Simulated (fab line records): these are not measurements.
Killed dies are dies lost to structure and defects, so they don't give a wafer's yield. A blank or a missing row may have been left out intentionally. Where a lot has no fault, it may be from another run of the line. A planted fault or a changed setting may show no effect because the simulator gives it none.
A lot that was struck, set against a sound lot | flow gf180mcu | 32 steps out of a route of 602
Sound: wafers L815.2, L815.3, L815.4. Struck: wafers L809.1, L809.3, L809.6. Last of all comes the cause.
Each step with rows lists, per side, the tool, then ch with its chambers, then its first start. Under that, the readings that differ: sound wafers | struck wafers | difference of the means | sigmas: that difference in standard deviations of wafers without a fault.
alike: readings with means less than 2 such deviations apart, plus words and numbers identical on both sides. not compared: withheld readings, readings lacking a value on some wafer, bounds such as >300 that could conceal the same value, and numbers that have no deviation in the record and whose values overlap.
A row with sigmas, a row that says differs or no value, or rows on one side alone: a step with any of these is where the two part. Numbers that have no deviation but don't overlap get no sigmas and don't part them. A reading that every wafer of one side lacks parts them only if that side has two wafers or more.

GF_HV_LDD_TW_MEAS_23:
  struck on film metro-02, day 13 22:08; sound on film metro-02, day 15 20:20
  alike: HV_LDD_2_TW
then, 7 steps without rows for these wafers: GF_HV_LDD_DEHYDRATE_24 (time 60 s); GF_HV_LDD_HMDS_25 (prime time 60 s); GF_HV_LDD_COAT_26 (resist thk 1000 nm); GF_HV_LDD_SOFTBAKE_27 (time 60 s); GF_HV_LDD_EXPOSE_28 (exposes mask Nplus HV AREA, target cd 400 nm); GF_HV_LDD_PEB_29; GF_HV_LDD_DEVELOP_30 (develop time 60 s).
GF_HV_LDD_CD_MEAS_31 targets a cd of 400 nm.
  struck on cd sem-02, day 14 19:14; sound on cd sem-02, day 16 18:47
  alike: cd nm
GF_HV_LDD_OVL_MEAS_32:
  struck on overlay-02, day 14 19:21; sound on overlay-02, day 16 18:54
  reading            | sound          | struck       | difference | sigmas
  HV_LDD_02_OVL (nm) | -5.2 -3.5 -4.6 | -0.5 0.6 0.3 | +4.6       | +3
then, 2 steps without rows for these wafers: GF_HV_LDD_IMPLANT_33; GF_HV_LDD_IMPLANT_34.
GF_HV_LDD_IMPLANT_35:
  sound on implanter-02 ch 0, day 16 19:16; struck on implanter-01, day 14 19:41
  no value came back on the struck wafers for beam energy keV, beam on s (s), faraday current uA, rotation deg (degrees); on the sound wafers beam energy keV reads 60.026 60.015 60.039
then, 1 step without rows for these wafers: GF_HV_LDD_IMPLANT_36.
GF_HV_LDD_STRIP_37: strips in O2/N2.
  sound on plasma asher-02 ch 0,1, day 16 19:32; struck on plasma asher-04 ch 0,1, day 14 19:59
  alike: drypump motor current A, heater power w, o2 flow sccm, oes product au, strip time to endpoint s
  not compared: rf hours counter h
GF_HV_LDD_TW_MEAS_38:
  struck on film metro-04, day 14 20:05; sound on film metro-04, day 16 19:38
  reading     | sound          | struck         | difference | sigmas
  HV_LDD_3_TW | 1437 1441 1434 | 1302 1302 1306 | -134       | -8
then, 7 steps without rows for these wafers: GF_HV_LDD_DEHYDRATE_39 (time 60 s); GF_HV_LDD_HMDS_40 (prime time 60 s); GF_HV_LDD_COAT_41 (resist thk 1000 nm); GF_HV_LDD_SOFTBAKE_42 (time 60 s); GF_HV_LDD_EXPOSE_43 (exposes mask Pplus HV AREA, target cd 400 nm); GF_HV_LDD_PEB_44; GF_HV_LDD_DEVELOP_45 (develop time 60 s).
GF_HV_LDD_CD_MEAS_46 targets a cd of 400 nm.
  struck on cd sem-01, day 15 16:56; sound on cd sem-01, day 17 18:29
  alike: cd nm
GF_HV_LDD_OVL_MEAS_47:
  struck on overlay-01, day 15 17:03; sound on overlay-01, day 17 18:36
  alike: HV_LDD_03_OVL
then, 1 step without rows for these wafers: GF_HV_LDD_IMPLANT_48.
GF_HV_LDD_STRIP_49: strips in O2/N2.
  sound on plasma asher-02 ch 0,1, day 17 18:47; struck on plasma asher-02 ch 0,1, day 15 17:14
  alike: drypump motor current A, heater power w, o2 flow sccm, oes product au, strip time to endpoint s
  not compared: rf hours counter h
GF_HV_LDD_TW_MEAS_50:
  struck on film metro-02, day 15 17:20; sound on film metro-02, day 17 18:53
  alike: HV_LDD_4_TW
then, 1 step without rows for these wafers: GF_HV_LDD_CLEAN_51 (cleans in SC1/SC2, time 150 s).
GF_HV_LDD_RTA_52: time 10 s.
  sound on rtp anneal-02 ch 0, day 17 19:00; struck on rtp anneal-01 ch 0, day 15 17:32
  reading            | sound          | struck         | difference | sigmas
  lamp power pct (%) | 33.9 33.8 33.9 | 28.4 28.4 28.4 | -5.5       | -2
  alike: wafer_temp_C_max
GF_HV_LDD_RS_MEAS_53: the measuring method here is four-point-probe.
  struck on film metro-03, day 15 17:35; sound on film metro-03, day 17 19:04
  reading            | sound             | struck            | difference | sigmas
  HV_LDD_RS (ohm/sq) | 420.1 418.5 419.1 | 439.2 440.8 439.6 | +20.6      | +24
then, 1 step without rows for these wafers: GF_HV_LDD_CVD_54 (deposits SiO2 from TEOS, target thk 10 nm, time 75 s).

## WHERE THEY PART
At GF_HV_LDD_OVL_MEAS_32 first; at GF_HV_LDD_RS_MEAS_53 last (within this record only).

WHY: the cause the simulator had injected
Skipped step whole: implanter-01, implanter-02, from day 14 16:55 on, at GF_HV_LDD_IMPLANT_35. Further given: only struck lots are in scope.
